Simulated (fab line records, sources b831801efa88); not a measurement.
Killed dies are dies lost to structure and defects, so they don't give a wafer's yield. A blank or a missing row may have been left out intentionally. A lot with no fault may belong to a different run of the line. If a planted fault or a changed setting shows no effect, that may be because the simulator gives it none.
A struck lot beside a sound one | flow sfq line | 18 steps out of a route of 325
Sound: the wafers L467.1, L467.3, L467.4. Struck: wafer L478.2. (L478.4, L478.6 of the same lot were not struck and are left out.) The cause comes at the end.
Order at every step that has rows: each side's tool, ch and its chambers, its first start. Under that, the readings that differ: sound wafers | struck wafers | difference of the means | sigmas: that difference in standard deviations of wafers without a fault.
alike: a reading whose means differ by less than 2 such deviations, as well as words and numbers matching on both sides. not compared: withheld readings; readings where some wafer has no value; bounds like >300 that might hide an equal value; numbers whose values overlap and for which the record gives no deviation.
The two part at a step that has a row with sigmas, a row that says differs or no value, or rows on one side only. When numbers do not overlap yet have no deviation, they are printed without sigmas and do not part them. A reading missing from all wafers of one side parts the sides only when that side holds two or more wafers.

first, 3 steps without rows for these wafers: SFQ_TRILAYER_L0_LITHO_EXPOSE_006 (exposes mask L0, target cd 2000 nm); SFQ_TRILAYER_L0_LITHO_PEB_008 (peb time 60 s); SFQ_TRILAYER_L0_LITHO_DEVELOP_007 (time 60 s).
SFQ_TRILAYER_L0_BARC_OPEN_METAL_ETCH_010: etches BARC in O2, target depth 125 nm, time 41.7 s.
  sound on rie metal-04 ch 0, day 3 14:04; struck on rie metal-02 ch 1, day 5 17:13
  reading                     | sound          | struck | difference | sigmas
  drypump motor current A (A) | 4.86 4.86 4.87 | 5.68   | +0.82      | +3
  alike: oes product au
  not compared: rf hours counter h
SFQ_TRILAYER_L0_ETCH_METAL_ETCH_008: etches MoNx KI in SF6/O2, stops on SiO2, target depth 50 nm, time 25 s.
  sound on rie metal-04 ch 0, day 3 14:11; struck on rie metal-02 ch 1, day 5 17:16
  reading                     | sound          | struck | difference | sigmas
  drypump motor current A (A) | 4.87 4.87 4.88 | 5.67   | +0.80      | +3
  alike: oes product au
  not compared: rf hours counter h
SFQ_TRILAYER_L0_STRIP_STRIP_009: strips in O2.
  sound on rie metal-04 ch 0, day 3 14:16; struck on rie metal-02 ch 1, day 5 17:19
  reading                     | sound          | struck | difference | sigmas
  drypump motor current A (A) | 4.84 4.85 4.86 | 5.64   | +0.79      | +3
  alike: oes product au, platen temp c
  not compared: rf hours counter h
then, 1 step without rows for these wafers: SFQ_TRILAYER_L0_STRIP_SOLV_CLEAN_010 (cleans in NMP, time 600 s).
SFQ_TRILAYER_L0_CAP_PECVD_011: deposits SiO2 from SiH4/N2O, time 13.333 s, target thk 60 nm.
  sound on pecvd-03 ch 0,2, day 3 15:39; struck on pecvd-02 ch 2, day 5 18:05
  reading                | sound          | struck | difference | sigmas
  heater power w (W)     | 125 97 128     | 74     | -43        | -2
  showerhead vpp V (V)   | 841 750 830    | 919    | +112       | +2
  throttle valve pct (%) | 22.3 23.1 22.4 | 25.6   | +3.0       | +2
then, 4 steps without rows for these wafers: SFQ_TRILAYER_L0_VIA_LITHO_COAT_018 (resist thk 62 nm); SFQ_TRILAYER_L0_VIA_LITHO_COAT_013 (resist thk 650 nm); SFQ_TRILAYER_L0_VIA_LITHO_SOFTBAKE_017; SFQ_TRILAYER_L0_VIA_LITHO_EXPOSE_014 (exposes mask L0V, target cd 700 nm).
SFQ_TRILAYER_L0_VIA_LITHO_PEB_016: peb time 60 s.
  sound on litho track-03 ch 0, day 4 20:31; struck on litho track-02 ch 0, day 6 21:47
  reading          | sound                | struck | difference | sigmas
  plate temp C (C) | 114.82 114.72 115.05 | 115.19 | +0.33      | +3
then, 1 step without rows for these wafers: SFQ_TRILAYER_L0_VIA_LITHO_DEVELOP_015 (time 60 s).
SFQ_L0V_OVL_MEAS_903:
  sound on overlay-02 at day 4 20:49; struck on overlay-02 at day 6 22:04
  alike: L0V_OVL
SFQ_TRILAYER_L0_VIA_BARC_OPEN_VIA_ETCH_021: etches BARC in O2, target depth 125 nm, time 41.7 s.
  sound on rie diel-04 ch 0,1,3, day 4 20:51; struck on rie diel-02 ch 1, day 6 22:06
  reading              | sound             | struck | difference | sigmas
  model.L0V.cd nm (nm) | 702.2 701.5 702.2 | 707.8  | +5.8       |
  alike: drypump motor current A, oes product au
  not compared: rf hours counter h
SFQ_TRILAYER_L0_VIA_ETCH_VIA_ETCH_016: etches SiO2 in CHF3, stops on MoNx KI, target depth 80 nm.
  sound on rie diel-04 ch 0,1,3, day 4 20:53; struck on rie diel-02 ch 1, day 6 22:08
  reading              | sound             | struck | difference | sigmas
  model.L0V.cd nm (nm) | 702.1 701.4 701.5 | 707.5  | +5.8       |
  alike: drypump motor current A, oes product au
SFQ_TRILAYER_L0_VIA_STRIP_STRIP_017: strips in O2.
  sound on rie metal-03 ch 0,1, day 4 20:56; struck on rie metal-03 ch 0, day 6 22:11
  reading               | sound             | struck | difference | sigmas
  oes product au (a.u.) | 0.994 0.990 0.991 | 1.010  | +0.018     | +2
  alike: drypump motor current A, platen temp c
  not compared: rf hours counter h

WHERE THEY PART
Last at SFQ_TRILAYER_L0_VIA_STRIP_STRIP_017 as far as this record goes, first at SFQ_TRILAYER_L0_BARC_OPEN_METAL_ETCH_010.

WHY: the cause the simulator had injected
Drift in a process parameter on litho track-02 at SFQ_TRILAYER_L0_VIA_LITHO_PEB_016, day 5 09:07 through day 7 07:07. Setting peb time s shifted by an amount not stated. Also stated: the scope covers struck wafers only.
